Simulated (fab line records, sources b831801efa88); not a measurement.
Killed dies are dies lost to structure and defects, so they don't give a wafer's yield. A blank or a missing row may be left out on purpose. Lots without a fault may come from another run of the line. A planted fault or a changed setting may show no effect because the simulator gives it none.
Which tool did it? | flow sky130 | 12 lots, 36 wafers sampled, at 2 steps of a route of 708

WHAT THE GAUGES READ, wafer by wafer
SKY_CONTACT_THK_MEAS_01.
lot  | measured     | on            | CONTACT_CVD_00_THK (nm)
L276 | day 30 01:44 | film_metro-02 | 74.5 75.2 74.9
L277 | day 30 05:08 | film_metro-02 | 74.1 73.0 74.6
L278 | day 30 23:05 | film_metro-02 | 75.8 75.2 75.9
L279 | day 31 07:14 | film_metro-03 | 73.1 73.9 74.2
L280 | day 31 13:48 | film_metro-03 | 74.2 74.2 75.2
L282 | day 32 08:48 | film_metro-03 | 74.4 74.5 75.5
L283 | day 32 14:34 | film_metro-01 | 74.0 75.3 75.1
L287 | day 34 00:22 | film_metro-01 | 73.8 75.6 75.4
L288 | day 34 16:21 | film_metro-01 | 74.2 74.4 75.8
L289 | day 34 08:36 | film_metro-01 | 74.2 74.4 74.6
L291 | day 35 07:20 | film_metro-02 | 74.4 76.5 76.6
L294 | day 37 09:56 | film_metro-03 | 73.5 73.9 75.1

WHICH TOOL RAN EACH LOT (tool, then ch and the chambers of the sampled wafers, then the start)
lot  | SKY_FIELD_ISO_OXIDATION_01
L276 | furnace-01 ch 0, day 1 10:28
L277 | furnace-02 ch 0, day 1 16:39
L278 | furnace-02 ch 0, day 1 21:12
L279 | furnace-01 ch 0, day 2 01:37
L280 | furnace-01 ch 0, day 2 06:07
L282 | furnace-01 ch 0, day 2 16:07
L283 | furnace-01 ch 0, day 2 21:07
L287 | furnace-01 ch 0, day 3 17:07
L288 | furnace-01 ch 0, day 3 22:34
L289 | furnace-01 ch 0, day 4 03:10
L291 | furnace-02 ch 0, day 4 14:25
L294 | furnace-02 ch 0, day 5 04:18
- SKY_FIELD_ISO_OXIDATION_01: stabilise 600 s, purge 300 s, target thk 12 nm.

WHAT THE TOOLS THEMSELVES READ (means of the sampled wafers that have a number; where no wafer has one, the mark that the record gives instead)
SKY_FIELD_ISO_OXIDATION_01.
lot  | tool       | spike_tc_bottom_C (C) | spike_tc_lower_C (C) | tube_center_temp_C_max
L276 | furnace-01 | 917.0                 | 900.9                | 902.2
L277 | furnace-02 | 915.9                 | 899.7                | 902.0
L278 | furnace-02 | 916.9                 | 900.1                | 902.5
L279 | furnace-01 | 916.5                 | 900.8                | 902.0
L280 | furnace-01 | 916.6                 | 900.8                | 902.8
L282 | furnace-01 | 915.5                 | 901.7                | 902.6
L283 | furnace-01 | 916.7                 | 900.3                | 902.3
L287 | furnace-01 | 916.2                 | 901.3                | 902.5
L288 | furnace-01 | 917.1                 | 900.8                | 902.4
L289 | furnace-01 | 917.1                 | 901.9                | 902.3
L291 | furnace-02 | 916.6                 | 900.8                | 902.4
L294 | furnace-02 | 916.4                 | 900.2                | 902.3

THE ANSWER, worked out from the rows above alone
Rule: what is usual is taken from the lots themselves. Put in order of their means at a reading, lots are off if they are a third of the lots or fewer, leave a main group of 4 or more, and stand apart from it by a gap of 3 or more times the standard deviation of the main group's means; of several such gaps the widest counts. A main group whose means are all the same, to the digits that the tables above print for the reading, isn't used. A lot without any number at a reading at which 4 lots or more have one is off too. The other lots that the step has rows for count as sound. The gauges are gone through in route order, then the tools' own readings, and for those a lot's mean is taken as printed above. The first step at which some lot is off is used, and at that step the reading that is off furthest; a lot without a number counts as furthest.
No lot is off at any reading shown: from this, nothing can be told.

WHAT THE SIMULATOR HAD PUT IN
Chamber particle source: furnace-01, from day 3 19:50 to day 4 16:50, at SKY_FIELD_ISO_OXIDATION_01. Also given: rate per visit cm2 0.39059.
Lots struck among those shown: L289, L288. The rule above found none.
